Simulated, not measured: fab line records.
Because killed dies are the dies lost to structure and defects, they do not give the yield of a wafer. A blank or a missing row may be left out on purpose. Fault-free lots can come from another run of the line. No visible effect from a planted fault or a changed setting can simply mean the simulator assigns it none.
Which of the tools did it? ; flow sfq_line ; 14 lots, 42 wafers sampled, at 4 steps of a route of 325

WHAT THE GAUGES SHOWED, per wafer
SFQ_M7_OVL_MEAS_945.
lot;measured;on;M7_OVL (nm)
L280;day 73 21:28;overlay-02;-7 -6 -5
L281;day 74 02:24;overlay-02;-2 -1 3
L283;day 74 12:07;overlay-01;-5 1 -1
L285;day 77 01:28;overlay-01;-3 1 -1
L286;day 77 05:03;overlay-02;10 -2 2
L287;day 77 09:50;overlay-02;1 -1 4
L289;day 78 06:07;overlay-02;8 10 9
L291;day 78 20:38;overlay-01;1 9 7
L294;day 80 03:50;overlay-01;2 1 7
L295;day 80 07:26;overlay-02;2 -1 1
L296;day 80 09:50;overlay-02;- - -
L297;day 80 11:02;overlay-02;- - -
L302;day 82 14:13;overlay-01;-1 1 -5
L303;day 82 17:48;overlay-01;-5 -5 -7

WHICH TOOL RAN EACH LOT (tool, then ch and the chambers of the sampled wafers, then the start)
lot;SFQ_TRILAYER_M3_BARC_OPEN_METAL_ETCH_100;SFQ_TRILAYER_R5_DEP_SPUTTER_134;SFQ_TRILAYER_C5_LITHO_EXPOSE_152
L280;rie_metal-04 ch 0,1, day 43 12:30;pvd_sputter-05, day 51 20:17;krf_scanner-01 ch 0, day 62 04:15
L281;rie_metal-04 ch 0,1, day 43 17:25;pvd_sputter-04, day 51 21:34;krf_scanner-01 ch 0, day 62 08:03
L283;rie_metal-02 ch 0,1, day 44 06:37;pvd_sputter-04, day 52 03:34;krf_scanner-01 ch 0, day 62 14:03
L285;rie_metal-02 ch 0,1, day 45 18:55;pvd_sputter-06, day 58 15:38;krf_scanner-01 ch 0, day 68 06:58
L286;rie_metal-03 ch 0, day 45 20:07;pvd_sputter-05, day 58 18:59;krf_scanner-01 ch 0, day 68 07:46
L287;rie_metal-04 ch 0,1, day 45 21:17;pvd_sputter-06, day 58 22:35;krf_scanner-01 ch 0, day 68 08:46
L289;rie_metal-04 ch 0, day 46 20:05;pvd_sputter-05, day 59 07:10;krf_scanner-01 ch 0, day 68 16:10
L291;rie_metal-04 ch 0,1, day 48 02:28;pvd_sputter-05, day 59 20:19;krf_scanner-01 ch 0, day 69 00:46
L294;rie_metal-04 ch 0,1, day 48 13:17;pvd_sputter-05, day 60 05:55;krf_scanner-01 ch 0, day 69 19:55
L295;rie_metal-03 ch 0,1, day 48 14:29;pvd_sputter-06, day 60 07:07;krf_scanner-01 ch 0, day 69 22:07
L296;rie_metal-03 ch 0,1, day 48 16:54;pvd_sputter-04, day 60 08:55;krf_scanner-01, day 69 23:43
L297;rie_metal-04 ch 0,1, day 48 20:29;pvd_sputter-05, day 60 13:07;krf_scanner-01, day 70 00:43
L302;rie_metal-04 ch 0,1, day 49 11:04;pvd_sputter-05, day 61 21:17;krf_scanner-01 ch 0, day 70 17:55
L303;rie_metal-03 ch 0,1, day 49 14:39;pvd_sputter-06, day 62 00:17;krf_scanner-01 ch 0, day 70 18:31
- SFQ_TRILAYER_M3_BARC_OPEN_METAL_ETCH_100: etches BARC in O2, target depth 125 nm, time 41.7 s.
- SFQ_TRILAYER_R5_DEP_SPUTTER_134: material Ti, target thk 5 nm, time 5 s.
- SFQ_TRILAYER_C5_LITHO_EXPOSE_152: exposes mask C5, target cd 500 nm.

AS READ BY THE TOOLS THEMSELVES (means over the sampled wafers that have a number; for cases with no such wafer, the mark the record gives instead)
SFQ_TRILAYER_M3_BARC_OPEN_METAL_ETCH_100.
lot;tool;drypump_motor_current_A (A);oes_product_au (a.u.);rf_fwd_power_W (W)
L280;rie_metal-04;5.7;0.685;592
L281;rie_metal-04;5.6;0.683;592
L283;rie_metal-02;6.3;0.686;591
L285;rie_metal-02;5.8;0.686;595
L286;rie_metal-03;5.2;0.688;590
L287;rie_metal-04;5.7;0.683;595
L289;rie_metal-04;5.8;0.686;595
L291;rie_metal-04;5.7;0.687;592
L294;rie_metal-04;5.6;0.690;592
L295;rie_metal-03;5.7;0.683;591
L296;rie_metal-03;5.4;0.688;591
L297;rie_metal-04;5.6;0.683;591
L302;rie_metal-04;5.6;0.686;589
L303;rie_metal-03;5.4;0.684;589

SFQ_TRILAYER_R5_DEP_SPUTTER_134.
lot;tool;chamber_pressure_pa (Pa);throttle_valve_pct (%)
L280;pvd_sputter-05;0.4000;30.7
L281;pvd_sputter-04;0.4003;30.2
L283;pvd_sputter-04;0.4004;31.3
L285;pvd_sputter-06;0.3990;30.8
L286;pvd_sputter-05;0.3999;30.0
L287;pvd_sputter-06;0.3992;30.0
L289;pvd_sputter-05;0.4002;29.9
L291;pvd_sputter-05;0.4008;29.3
L294;pvd_sputter-05;0.4001;29.9
L295;pvd_sputter-06;0.4000;29.5
L296;pvd_sputter-04;0.4002;30.1
L297;pvd_sputter-05;0.4004;30.1
L302;pvd_sputter-05;0.3992;30.8
L303;pvd_sputter-06;0.3999;29.8

SFQ_TRILAYER_C5_LITHO_EXPOSE_152.
lot;tool;exposure_dose_mJ_cm2;focus_offset_nm (nm)
L280;krf_scanner-01;21.313;-0.0
L281;krf_scanner-01;21.310;-0.8
L283;krf_scanner-01;21.292;0.1
L285;krf_scanner-01;21.289;0.6
L286;krf_scanner-01;21.306;0.0
L287;krf_scanner-01;21.319;-0.2
L289;krf_scanner-01;21.318;0.7
L291;krf_scanner-01;21.307;0.3
L294;krf_scanner-01;21.298;0.2
L295;krf_scanner-01;21.273;-0.3
L296;krf_scanner-01;-;-
L297;krf_scanner-01;-;-
L302;krf_scanner-01;21.298;-0.1
L303;krf_scanner-01;21.320;0.2

THE ANSWER, worked out from the rows above alone
Rule: what is usual is taken from the lots themselves. The widest of any qualifying gaps counts: lots, ordered by their means at a reading, are off when they make up no more than a third of the lots, leave a main group of 4 or more, and stand apart from it by 3 or more times the standard deviation of that group's means. A main group is skipped when, at the precision printed for the reading in the tables above, its means are all equal. A lot without any number at a reading at which 4 lots or more have one is off too. Where the step has rows for the other lots, those lots are counted as sound. First the gauges in route order, then the tools' own readings, where a lot's mean is used as printed above. At the first step where some lot is off, the reading lying furthest off is the one used; lots without a number count as furthest.
Off: at SFQ_M7_OVL_MEAS_945 (M7_OVL), L296, L297. Without a number there: L296, L297. For the main group the mean is 1 nm and the standard deviation 4.2.
A tool fits if, at a process step before that reading, it ran every lot that is off, and no sound lot after the first of them. The gauges at SFQ_M7_OVL_MEAS_945 aren't tried: what is off there is off at SFQ_TRILAYER_C5_LITHO_EXPOSE_152 too, on other tools, and a gauge's error can't cause that. Of those tried, none fits.

WHAT THE SIMULATOR PUT IN
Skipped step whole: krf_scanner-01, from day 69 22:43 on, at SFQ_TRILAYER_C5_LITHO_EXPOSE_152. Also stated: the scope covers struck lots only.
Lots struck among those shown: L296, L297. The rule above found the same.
